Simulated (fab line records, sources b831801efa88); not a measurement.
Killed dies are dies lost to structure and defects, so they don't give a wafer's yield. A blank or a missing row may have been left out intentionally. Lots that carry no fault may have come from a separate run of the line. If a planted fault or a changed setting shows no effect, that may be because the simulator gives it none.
Split-lot trial | flow gf180mcu | 5 lots, 23 wafers read, on a route of 602 steps

== THE SPLIT ==
At GF_V5_PEB_12 (peb time 90 s), the setting peb temp c was moved away from the recipe's 135 C on 12 of the 23 wafers read, by -2.0% to +2.7%. The other wafers ran this setting at the recipe's value.

== FROM THE SPLIT TO THE READING: what the file shows between them, 1 step ==
- GF_V5_DEVELOP_13: develop time 60 s

== THE READING ==
At GF_V5_CD_MEAS_14: cd nm in nanometres, against a target cd of 260 nm. On this fab line, fault-free wafers typically give 260.2 nm with a standard deviation of 1.3 nm.

wafer  | tool, chamber at the split | peb temp c as run, C | against the recipe | cd nm, nm | against lot-mates on the recipe
L074.1 | litho track-03, 0          | 132.7                | -1.7%              | 253.6     | -6.8
L074.2 | litho track-03, 0          | 132.7                | -1.7%              | 254.3     | -6.1
L074.3 | litho track-03, 0          | 135                  | recipe             | 259.5     | -
L074.5 | litho track-03, 0          | 135                  | recipe             | 261.4     | -
L074.6 | litho track-03, 0          | 132.7                | -1.7%              | 253.8     | -6.6
L075.2 | litho track-03, 0          | 135                  | recipe             | 261.3     | -
L075.4 | litho track-03, 0          | 135                  | recipe             | 261.1     | -
L075.5 | litho track-03, 0          | 135                  | recipe             | 260.8     | -
L082.2 | litho track-02, 0          | 135                  | recipe             | 259.2     | -
L082.3 | litho track-02, 0          | 135                  | recipe             | 258.9     | -
L082.4 | litho track-02, 0          | 138.6                | +2.7%              | 267.1     | +8.1
L082.5 | litho track-02, 0          | 138.6                | +2.7%              | 267.2     | +8.2
L082.6 | litho track-02, 0          | 138.6                | +2.7%              | 267.6     | +8.6
L083.1 | litho track-02, 0          | 132.3                | -2.0%              | 250.4     | -9.4
L083.2 | litho track-02, 0          | 132.3                | -2.0%              | 251.3     | -8.5
L083.3 | litho track-02, 0          | 135                  | recipe             | 259.9     | -
L083.4 | litho track-02, 0          | 132.3                | -2.0%              | 252.6     | -7.2
L083.5 | litho track-02, 0          | 135                  | recipe             | 259.7     | -
L085.1 | litho track-03, 0          | 137.2                | +1.6%              | 265.3     | +5.6
L085.2 | litho track-03, 0          | 135                  | recipe             | 259.8     | -
L085.3 | litho track-03, 0          | 135                  | recipe             | 259.6     | -
L085.5 | litho track-03, 0          | 137.2                | +1.6%              | 265.6     | +5.9
L085.6 | litho track-03, 0          | 137.2                | +1.6%              | 264.7     | +5.0

THE FIT
A straight line over all 23 wafers: cd nm changes by +3.34 nm for each +1% of peb temp c; r = +0.98; the points scatter about the line by 1.1 nm.
The same after taking each lot's own level away (the mean of its wafers on the recipe; 23 wafers): +3.55 nm for each +1%; r = +0.99; scatter 0.74 nm.
That fit puts the effect of the largest move of peb temp c on the reading at 9.5 nm.
Across the lots, their own levels run from 259.05 to 261.07 nm, a range of 1.6 times the standard deviation given above.
The two slopes agree, so the slope changes little with the lot-to-lot level.
Check: +9.24 nm against its lot-mates is what the line predicts for one of the wafers moved furthest among these (+2.7%) when that wafer is left out of the fit. Against them it came out at +8.05 nm.

== THESE WAFERS: OTHER SPLITS ==
Other splits were also applied to these wafers ahead of the reading. Each is held against what the fit with the lots' levels taken away leaves over:
other split on the same wafers       | wafers away from the commonest value | r with cd nm (lot level and that fit taken away)
GF_M4_SPUTTER_00 chamber pressure pa | 15                                   | +0.25
GF_M4_COAT_09 resist thk nm          | 11                                   | +0.02
GF_M4_METAL_ETCH_16 icp w            | 9                                    | -0.27
GF_V4_SPUTTER_21 chamber pressure pa | 18                                   | -0.09
GF_MIM_SPUTTER_02 power w            | 9                                    | -0.14
GF_MIM_SPUTTER_08 time s             | 9                                    | +0.09
GF_MIM_EXPOSE_16 dose mj             | 6                                    | +0.15
GF_M5_METAL_ETCH_10 time s           | 7                                    | +0.05

== THE WHOLE CHAIN: every reading that the file lists as answering this split, in the file's order ==
step             | what it does                                                 | reading                                                   | change (the file's fit)              | r (the file's)
GF_V5_CD_MEAS_14 | target cd 260 nm                                             | cd nm                                                     | +3.54 nm for each +1% of the setting | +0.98
GF_V5_ETCH_16    | etches BARC in N2/H2                                         | V5.cd nm (the simulator's own value, which no gauge read) | +3.66 nm for each +1% of the setting | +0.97
GF_V5_ETCH_17    | etches SiO2 in C4F8/O2/Ar, stops on TiN, target depth 855 nm | V5.cd nm (the simulator's own value, which no gauge read) | +3.52 nm for each +1% of the setting | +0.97

== THE FILE'S OWN FIT ==
cd nm changes by +3.54 nm for each +1% of peb temp c, r = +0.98.
